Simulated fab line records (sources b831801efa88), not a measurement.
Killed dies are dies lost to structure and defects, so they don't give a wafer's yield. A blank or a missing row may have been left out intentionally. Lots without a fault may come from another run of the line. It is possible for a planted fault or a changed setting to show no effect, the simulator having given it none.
Which of the tools did it?	flow sky130	Sampling: 6 lots, 18 wafers, 2 of 708 route steps

== WHAT THE GAUGES SHOWED, per wafer ==
SKY_SONOS_TUNNEL_TW_MEAS_12.
lot	measured	on	SONOS_TUNNEL_TW
L471	day 11 19:50	film-metro-04	197.3 197.5 197.7
L474	day 13 04:38	film-metro-01	198.2 197.7 197.4
L479	day 15 02:04	film-metro-04	199.1 199.0 199.3
L484	day 16 08:55	film-metro-04	224.5 223.8 223.9
L489	day 18 03:34	film-metro-04	202.0 201.9 202.2
L492	day 18 23:58	film-metro-01	196.8 195.6 196.7

== WHICH TOOL RAN EACH LOT (tool, then ch and the chambers of the sampled wafers, then the start) ==
lot	SKY_SONOS_TUNNEL_IMPLANT_09
L471	implanter-02 ch 0, day 11 19:25
L474	implanter-04 ch 0, day 13 04:13
L479	implanter-02 ch 0, day 15 01:41
L484	implanter-03 ch 0, day 16 08:31
L489	implanter-04 ch 0, day 18 03:11
L492	implanter-02 ch 0, day 18 23:34
- SKY_SONOS_TUNNEL_IMPLANT_09

== THE ANSWER, worked out from the rows above alone ==
Rule: usual is defined by the lots themselves. The widest of any qualifying gaps counts: lots, ordered by their means at a reading, are off when they make up no more than a third of the lots, leave a main group of 4 or more, and stand apart from it by 3 or more times the standard deviation of that group's means. A main group whose means are all the same, to the digits that the tables above print for the reading, isn't used. Also off: a lot with no number at a reading for which 4 or more lots have one. Any other lot the step has rows for is counted as sound.
Off: L484, at SKY_SONOS_TUNNEL_TW_MEAS_12 (SONOS_TUNNEL_TW). Main group: mean 198.6, sd 1.9.
A tool fits if, at a process step before that reading, it ran every lot that is off, and no sound lot after the first of them. Those tools and the gauges at SKY_SONOS_TUNNEL_TW_MEAS_12 are tried in the same way. One fits: implanter-03 at SKY_SONOS_TUNNEL_IMPLANT_09. It ran no sound lot before its first lot that is off in this sample, so the start can't be narrowed down.

== WHAT THE SIMULATOR PUT IN ==
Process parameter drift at SKY_SONOS_TUNNEL_IMPLANT_09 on implanter-03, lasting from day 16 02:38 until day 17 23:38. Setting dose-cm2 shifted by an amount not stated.
Struck lots among those shown: L484. The rule above found the same.
